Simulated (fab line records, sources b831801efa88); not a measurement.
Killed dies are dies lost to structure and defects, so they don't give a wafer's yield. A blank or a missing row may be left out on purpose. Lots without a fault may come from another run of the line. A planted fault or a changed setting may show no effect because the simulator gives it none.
Which tool did it? | flow gf180mcu | 12 lots, 36 wafers sampled, at 1 step of a route of 602

WHAT THE GAUGES READ, wafer by wafer
GF_V5_BOW_MEAS_05. Usual: V5_BOW 132 um, standard deviation 11.
lot  | measured     | on            | V5_BOW (um) | flag
L396 | day 25 16:55 | film_metro-04 | 144 151 143 |
L397 | day 26 00:53 | film_metro-04 | 113 122 125 |
L399 | day 27 03:29 | film_metro-04 | 136 136 147 |
L400 | day 27 12:57 | film_metro-01 | 136 137 143 |
L401 | day 27 21:42 | film_metro-03 | 139 126 121 |
L402 | day 28 00:50 | film_metro-04 | 133 119 122 |
L403 | day 28 15:09 | film_metro-04 | 139 125 136 |
L404 | day 28 19:15 | film_metro-01 | 133 141 146 |
L413 | day 31 05:08 | film_metro-04 | 113 121 124 |
L414 | day 31 08:33 | film_metro-03 | 136 137 144 |
L418 | day 32 09:05 | film_metro-03 | 154 132 161 |
L419 | day 32 13:31 | film_metro-01 | 134 142 142 |

WHICH TOOL RAN EACH LOT (tool, then ch and the chambers of the sampled wafers, then the start)
The record holds no process step before these readings.

WHAT THE TOOLS THEMSELVES READ (means of the sampled wafers that have a number; where no wafer has one, the mark that the record gives instead)
The record holds no such reading with a usual standard deviation.

THE ANSWER, worked out from the rows above alone
Rule: a lot is off if the mean of its wafers that have a number lies more than 3 standard deviations from the usual mean. A lot without any number at a reading at which 4 lots or more have one is off too. The other lots that the step has rows for count as sound. The gauges are gone through in route order, then the tools' own readings, and for those a lot's mean is taken as printed above. The first step at which some lot is off is used, and at that step the reading that is off furthest; a lot without a number counts as furthest.
No lot is off at any reading shown: from this, nothing can be told.

WHAT THE SIMULATOR HAD PUT IN
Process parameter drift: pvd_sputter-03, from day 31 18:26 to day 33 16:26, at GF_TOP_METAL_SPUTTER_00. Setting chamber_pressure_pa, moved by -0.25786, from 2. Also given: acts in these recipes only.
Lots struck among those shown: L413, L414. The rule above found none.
